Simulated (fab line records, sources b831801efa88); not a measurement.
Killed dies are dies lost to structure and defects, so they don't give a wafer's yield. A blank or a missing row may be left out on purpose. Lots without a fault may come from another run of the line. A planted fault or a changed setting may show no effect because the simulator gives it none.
Which tool did it? | flow sky130 | 14 lots, 42 wafers sampled, at 2 steps of a route of 708

WHAT THE GAUGES READ, wafer by wafer
The record holds no reading of a measuring or inspecting step that can be judged against a usual standard deviation.

WHICH TOOL RAN EACH LOT (tool, then ch and the chambers of the sampled wafers, then the start)
lot  | SKY_VIA1_CMP_24               | SKY_PAD_OPEN_PROBE_99
L520 | cmp-02 ch 0,1,2, day 33 18:23 | -
L521 | cmp-01 ch 0,3, day 34 13:34   | -
L522 | cmp-02 ch 1,2,3, day 34 21:37 | -
L525 | cmp-02 ch 0,2,3, day 35 21:37 | -
L526 | cmp-01 ch 0,1,3, day 36 03:06 | -
L527 | cmp-01 ch 1,2,3, day 36 04:43 | -
L528 | cmp-01 ch 1,2, day 37 00:53   | prober-02, day 47 21:31
L530 | cmp-01 ch 1,2,3, day 37 13:22 | prober-02, day 48 12:58
L532 | cmp-01 ch 0,2,3, day 37 21:24 | prober-01, day 48 17:17
L538 | cmp-01 ch 0,1, day 40 19:28   | -
L540 | cmp-02 ch 0,1,2, day 40 19:41 | -
L539 | cmp-02 ch 1,2,3, day 40 20:35 | -
L542 | cmp-01 ch 0,1,3, day 40 21:33 | -
L541 | cmp-02 ch 0,1,3, day 41 00:38 | -
- SKY_VIA1_CMP_24: polishes, stops on SiO2, t overpolish 15 s, target thk 0 nm.
- SKY_PAD_OPEN_PROBE_99

WHAT THE TOOLS THEMSELVES READ (means of the sampled wafers that have a number; where no wafer has one, the mark that the record gives instead)
SKY_VIA1_CMP_24.
lot  | tool   | motor_current_A (A) | overpolish_run_s (s) | slurry_flow_ml_min | time_to_endpoint_s (s)
L520 | cmp-02 | 12.4                | 14.996               | 150.1              | 64
L521 | cmp-01 | 11.2                | 15.007               | 150.2              | 64
L522 | cmp-02 | 12.2                | 15.004               | 149.9              | 67
L525 | cmp-02 | 12.0                | 15.003               | 150.2              | 63
L526 | cmp-01 | 11.3                | 14.998               | 149.6              | 65
L527 | cmp-01 | 10.8                | 15.006               | 149.9              | 64
L528 | cmp-01 | 10.8                | 14.997               | 149.8              | 64
L530 | cmp-01 | 10.8                | 0.045                | 149.9              | 104
L532 | cmp-01 | 10.9                | 0.039                | 150.4              | 104
L538 | cmp-01 | 11.3                | 15.002               | 149.9              | 67
L540 | cmp-02 | 12.0                | 14.995               | 150.0              | 62
L539 | cmp-02 | 12.3                | 14.991               | 150.1              | 63
L542 | cmp-01 | 11.1                | 15.011               | 150.4              | 64
L541 | cmp-02 | 11.2                | 14.998               | 149.5              | 65

SKY_PAD_OPEN_PROBE_99.
lot  | tool      | defect_limited_yield (%) | killed_at_M0_to_M3 | killed_at_M4_up | killed_at_contacts | killed_at_front_end | killed_at_other | killed_dies | killed_on_rim | killed_open | killed_short | sort_bin_3_pad_short (%) | sort_bin_5_function (%) | sort_bin_6_memory (%) | sort_n_pass | sort_yield_pct (%)
L528 | prober-02 | 82.1                     | 47                 | 1.0             | 26                 | 13                  | 0.7             | 88          | 18            | 53          | 35           | 0.7                      | 11.2                    | 6.0                   | 404         | 82.1
L530 | prober-02 | 0.0                      | 448                | 3.0             | 22                 | 19                  | 0.0             | 492         | 96            | 50          | 42           | 82.2                     | 12.1                    | 5.7                   | 0           | 0.0
L532 | prober-01 | 0.0                      | 453                | 1.7             | 22                 | 15                  | 0.0             | 492         | 96            | 48          | 34           | 83.8                     | 9.7                     | 6.5                   | 0           | 0.0

THE ANSWER, worked out from the rows above alone
Rule: what is usual is taken from the lots themselves. Put in order of their means at a reading, lots are off if they are a third of the lots or fewer, leave a main group of 4 or more, and stand apart from it by a gap of 3 or more times the standard deviation of the main group's means; of several such gaps the widest counts. A main group whose means are all the same, to the digits that the tables above print for the reading, isn't used. A lot without any number at a reading at which 4 lots or more have one is off too. The other lots that the step has rows for count as sound. The gauges are gone through in route order, then the tools' own readings, and for those a lot's mean is taken as printed above. The first step at which some lot is off is used, and at that step the reading that is off furthest; a lot without a number counts as furthest.
Off: L530, L532, at SKY_VIA1_CMP_24 (overpolish_run_s). The main group: mean 15.001 s, standard deviation 0.0055.
A tool fits if, at that step or a process step before it, it ran every lot that is off, and no sound lot after the first of them. None of those tried fits.

WHAT THE SIMULATOR HAD PUT IN
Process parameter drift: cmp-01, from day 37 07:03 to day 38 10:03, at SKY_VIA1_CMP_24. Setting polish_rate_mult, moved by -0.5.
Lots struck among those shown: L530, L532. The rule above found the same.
